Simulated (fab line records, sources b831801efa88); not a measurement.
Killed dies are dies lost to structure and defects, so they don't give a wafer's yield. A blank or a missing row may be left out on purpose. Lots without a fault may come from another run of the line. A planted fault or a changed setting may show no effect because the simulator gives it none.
One fault seen from 2 desks | flow sky130 | each desk has only its own numbers; what lay behind them comes last

THE TOOL OWNER'S DESK: cvd_w-02
The tool's own readings at SKY_VIA4_CVD_18 (deposits W, target thk 505 nm, time 152.14 s): means of the sampled wafers that have a number, for each lot that ran on this tool. A lot is out of limits, marked OUT, if its mean lies more than 4 standard deviations from the usual mean; the brackets give that distance.
Columns: A = heater_power_w at SKY_VIA4_CVD_18, usual 873 W; B = susceptor_temp_C at SKY_VIA4_CVD_18, usual 400.02 C
lot  | first seen here | A   | B
L928 | day 43 06:34    | 779 | 399.81
L930 | day 43 09:25    | 791 | 399.98
L931 | day 43 13:24    | 794 | 399.97
L933 | day 44 07:23    | 807 | 400.32
L935 | day 44 20:07    | 787 | 399.94
L937 | day 45 07:13    | 791 | 400.00
L938 | day 45 20:58    | 798 | 400.20
L942 | day 46 19:04    | 795 | 400.13
L943 | day 47 01:04    | 798 | 399.78
This desk's finding: nothing out of limits on any of the 9 lots.

THE METROLOGY DESK
What the gauges read, lot by lot, whatever tool the lot ran on: means of the sampled wafers that have a number. A lot is out of limits, marked OUT, if its mean lies more than 4 standard deviations from the usual mean; the brackets give that distance.
Columns: A = VIA3_W_RS at SKY_VIA3_RS_MEAS_22, usual 0.293 ohm/sq
lot  | first seen here | A
L928 | day 40 03:16    | 0.295
L930 | day 40 07:34    | 0.293
L931 | day 40 11:12    | 0.298
L933 | day 41 07:23    | 0.295
L934 | day 41 11:53    | 0.296
L935 | day 41 20:34    | 0.290
L936 | day 41 21:43    | 0.292
L937 | day 42 09:58    | 0.297
L938 | day 42 23:56    | 0.293
L942 | day 44 00:20    | 0.290
L943 | day 44 05:32    | 0.295
L950 | day 45 16:37    | 0.293
This desk's finding: nothing out of limits on any of the 12 lots.

PUT TOGETHER
The tool owner's desk saw nothing out of limits.
The metrology desk saw nothing out of limits.

WHAT THE SIMULATOR HAD PUT IN
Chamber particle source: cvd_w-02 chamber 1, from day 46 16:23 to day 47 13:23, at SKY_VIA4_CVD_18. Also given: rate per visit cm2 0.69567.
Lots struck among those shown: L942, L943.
